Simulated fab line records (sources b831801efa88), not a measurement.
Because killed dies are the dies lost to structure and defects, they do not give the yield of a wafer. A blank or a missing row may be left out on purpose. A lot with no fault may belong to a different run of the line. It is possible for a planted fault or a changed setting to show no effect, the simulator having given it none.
A lot that was struck, set against a sound lot -- flow sfqLine -- 42 out of 325 route steps
Sound: wafers L741.2, L741.4, L741.6. Struck: wafer L737.3; the same lot's L737.2 was not struck, so it is left out; see the end for the cause.
Order at every step that has rows: each side's tool, ch and its chambers, its first start. Under that, the readings that differ: sound wafers -- struck wafers -- difference of the means -- sigmas: that difference in standard deviations of wafers without a fault.
alike: readings whose means differ by less than 2 such deviations, and words and numbers that are the same on both sides. not compared: withheld readings, readings that some wafer has no value for, bounds like >300 that may hide the same value, and numbers for which the record gives no deviation and whose values overlap.
Wherever a step has rows on one side only, a row that says differs or no value, or a row with sigmas, the two part there. Non-overlapping numbers with no deviation appear without sigmas and do not part them. Lack of a reading on every wafer of one side parts them only where that side has two or more wafers.

first, 6 steps without rows for these wafers: SFQ_TRILAYER_M2_LITHO_COAT_062 (resist thk 62 nm); SFQ_TRILAYER_M2_LITHO_COAT_057 (resist thk 600 nm); SFQ_TRILAYER_M2_LITHO_SOFTBAKE_061; SFQ_TRILAYER_M2_LITHO_EXPOSE_058 (exposes mask M2, target cd 500 nm); SFQ_TRILAYER_M2_LITHO_PEB_060 (peb time 60 s); SFQ_TRILAYER_M2_LITHO_DEVELOP_059 (time 60 s).
SFQ_M2_OVL_MEAS_916:
  struck on overlay-01, day 35 12:19; sound on overlay-01, day 38 05:29
  alike: M2_OVL
SFQ_TRILAYER_M2_BARC_OPEN_METAL_ETCH_077: etches BARC in O2, target depth 125 nm, time 41.7 s.
  sound on rieMetal-04 ch 0,1, day 38 05:31; struck on rieMetal-04 ch 1, day 35 12:20
  alike: biasW, chamberPressureMTorr, drypumpMotorCurrentA, oesProductAu
  not compared: rfHoursCounterH
then, 1 step without rows for these wafers: SFQ_TRILAYER_M2_ETCH_METAL_ETCH_060 (etches Nb in Cl2/Ar, stops on SiO2, target depth 240 nm, time 120 s).
SFQ_TRILAYER_M2_STRIP_STRIP_061: strips in O2.
  sound on rieMetal-04 ch 0,1, day 38 05:42; struck on rieMetal-04 ch 1, day 35 12:32
  alike: chamberPressureMTorr, drypumpMotorCurrentA, oesProductAu
  not compared: rfHoursCounterH
then, 2 steps without rows for these wafers: SFQ_TRILAYER_M2_STRIP_SOLV_CLEAN_062 (cleans in NMP, time 600 s); SFQ_TRILAYER_I2_DEP_PECVD_063 (deposits SiO2 from SiH4/N2O, time 111.11 s, target thk 500 nm).
SFQ_TRILAYER_I2_CMP_CMP_064: polishes SiO2.
  sound on cmp-02 ch 1,3, day 39 09:37; struck on cmp-01 ch 1, day 35 22:17
reading,sound,struck,difference,sigmas
model.SiO2_of_TRILAYER_I2_DEP_PECVD_063.thkNm (nm),199 198.3 199.1,220.7,+21.9,
  alike: headPressurePsi, motorCurrentA, timeToEndpointS
SFQ_I2_BOW_MEAS_917:
  struck on filmMetro-04, day 36 00:48; sound on filmMetro-02, day 39 12:08
  alike: I2_BOW
SFQ_TRILAYER_I2_METRO_MEASURE_065:
  struck on filmMetro-04, day 36 01:06; sound on filmMetro-02, day 39 12:26
reading,sound,struck,difference,sigmas
thkNm (nm),199.0 198.3 199.0,220.7,+21.9,+24
then, 6 steps without rows for these wafers: SFQ_TRILAYER_I2_VIA_LITHO_COAT_072 (resist thk 62 nm); SFQ_TRILAYER_I2_VIA_LITHO_COAT_067 (resist thk 650 nm); SFQ_TRILAYER_I2_VIA_LITHO_SOFTBAKE_071; SFQ_TRILAYER_I2_VIA_LITHO_EXPOSE_068 (exposes mask I2, target cd 500 nm); SFQ_TRILAYER_I2_VIA_LITHO_PEB_070 (peb time 60 s); SFQ_TRILAYER_I2_VIA_LITHO_DEVELOP_069 (time 60 s).
-- the record jumps here: 5 days lie between the struck wafers' starts before and after --
SFQ_I2_OVL_MEAS_918:
  struck on overlay-02, day 41 03:31; sound on overlay-01, day 44 00:51
  alike: I2_OVL
then, 1 step without rows for these wafers: SFQ_TRILAYER_I2_VIA_BARC_OPEN_VIA_ETCH_096 (etches BARC in O2, target depth 125 nm, time 41.7 s).
SFQ_TRILAYER_I2_VIA_ETCH_VIA_ETCH_070: etches SiO2 in CHF3, stops on Nb, target depth 260 nm.
  sound on rieDiel-03 ch 1,2,3, day 44 00:55; struck on rieDiel-02 ch 3, day 41 03:35
reading,sound,struck,difference,sigmas
oesProductAu (a.u.),0.852 0.847 0.852,0.897,+0.047,+9
model.I2.featureDepthNm (nm),199 198.3 199.1,220.7,+21.9,
model.etch.depthNm (nm),199 198.3 199.1,220.7,+21.9,
  alike: biasW, chamberPressureMTorr, drypumpMotorCurrentA
then, 2 steps without rows for these wafers: SFQ_TRILAYER_I2_VIA_STRIP_STRIP_071 (strips in O2); SFQ_TRILAYER_I2_VIA_STRIP_SOLV_CLEAN_072 (cleans in NMP, time 600 s).
SFQ_TRILAYER_M3_DEP_PRE_CLEAN_074: time 22.5 s.
  struck on pvdSputter-04, day 41 04:28; sound on pvdSputter-06, day 44 02:25
reading,sound,struck,difference,sigmas
model.SiO2_of_TRILAYER_I2_DEP_PECVD_063.thkNm (nm),191.5 190.8 191.6,213.2,+21.9,
  alike: biasV
then, 1 step without rows for these wafers: SFQ_TRILAYER_M3_DEP_SPUTTER_073 (material Nb, target thk 200 nm, time 133.3 s).
SFQ_M3_RS_MEAS_919: the measuring method here is four-point-probe.
  struck on filmMetro-02, day 41 04:37; sound on filmMetro-01, day 44 02:33
  alike: M3_NB_RS
then, 6 steps without rows for these wafers: SFQ_TRILAYER_M3_LITHO_COAT_080 (resist thk 62 nm); SFQ_TRILAYER_M3_LITHO_COAT_075 (resist thk 600 nm); SFQ_TRILAYER_M3_LITHO_SOFTBAKE_079; SFQ_TRILAYER_M3_LITHO_EXPOSE_076 (exposes mask M3, target cd 500 nm); SFQ_TRILAYER_M3_LITHO_PEB_078 (peb time 60 s); SFQ_TRILAYER_M3_LITHO_DEVELOP_077 (time 60 s).
-- the record jumps here: 5 days lie between the struck wafers' starts before and after --
SFQ_M3_OVL_MEAS_921:
  struck on overlay-01, day 46 09:22; sound on overlay-01, day 49 23:46
  alike: M3_OVL
SFQ_TRILAYER_M3_BARC_OPEN_METAL_ETCH_100: etches BARC in O2, target depth 125 nm, time 41.7 s.
  sound on rieMetal-01 ch 1, day 49 23:48; struck on rieMetal-04 ch 1, day 46 09:24
reading,sound,struck,difference,sigmas
oesProductAu (a.u.),0.680 0.685 0.686,0.700,+0.016,+4
  alike: biasW, chamberPressureMTorr, drypumpMotorCurrentA
  not compared: rfHoursCounterH
SFQ_TRILAYER_M3_ETCH_METAL_ETCH_078: etches Nb in Cl2/Ar, stops on SiO2, target depth 240 nm, time 120 s.
  sound on rieMetal-01 ch 1, day 49 23:52; struck on rieMetal-04 ch 1, day 46 09:28
  alike: biasW, chamberPressureMTorr, drypumpMotorCurrentA, oesProductAu
  not compared: rfHoursCounterH
then, 2 steps without rows for these wafers: SFQ_TRILAYER_M3_STRIP_STRIP_079 (strips in O2); SFQ_TRILAYER_M3_STRIP_SOLV_CLEAN_080 (cleans in NMP, time 600 s).
SFQ_TRILAYER_I3_DEP_PECVD_081: deposits SiO2 from SiH4/N2O, time 111.11 s, target thk 500 nm.
  sound on pecvd-03 ch 1,2, day 50 00:46; struck on pecvd-03 ch 2, day 46 10:22
  alike: heaterPowerW, showerheadVppV, throttleValvePct
-- the record jumps here: 35 days lie between the struck wafers' starts before and after --
SFQ_M8_BOW_MEAS_951:
  struck on filmMetro-01, day 81 05:56; sound on filmMetro-02, day 82 10:58
reading,sound,struck,difference,sigmas
model.etest.i2.linkOhm,1.986 1.983 1.989,1.972,-0.014,
  alike: M8_BOW

== WHERE THEY PART ==
First at SFQ_TRILAYER_I2_METRO_MEASURE_065; last, within this record, at SFQ_TRILAYER_M3_BARC_OPEN_METAL_ETCH_100. Later steps at which nothing parts them and some readings are alike: SFQ_TRILAYER_M3_ETCH_METAL_ETCH_078, SFQ_TRILAYER_I3_DEP_PECVD_081, SFQ_M8_BOW_MEAS_951.

WHY: what had been put in by the simulator
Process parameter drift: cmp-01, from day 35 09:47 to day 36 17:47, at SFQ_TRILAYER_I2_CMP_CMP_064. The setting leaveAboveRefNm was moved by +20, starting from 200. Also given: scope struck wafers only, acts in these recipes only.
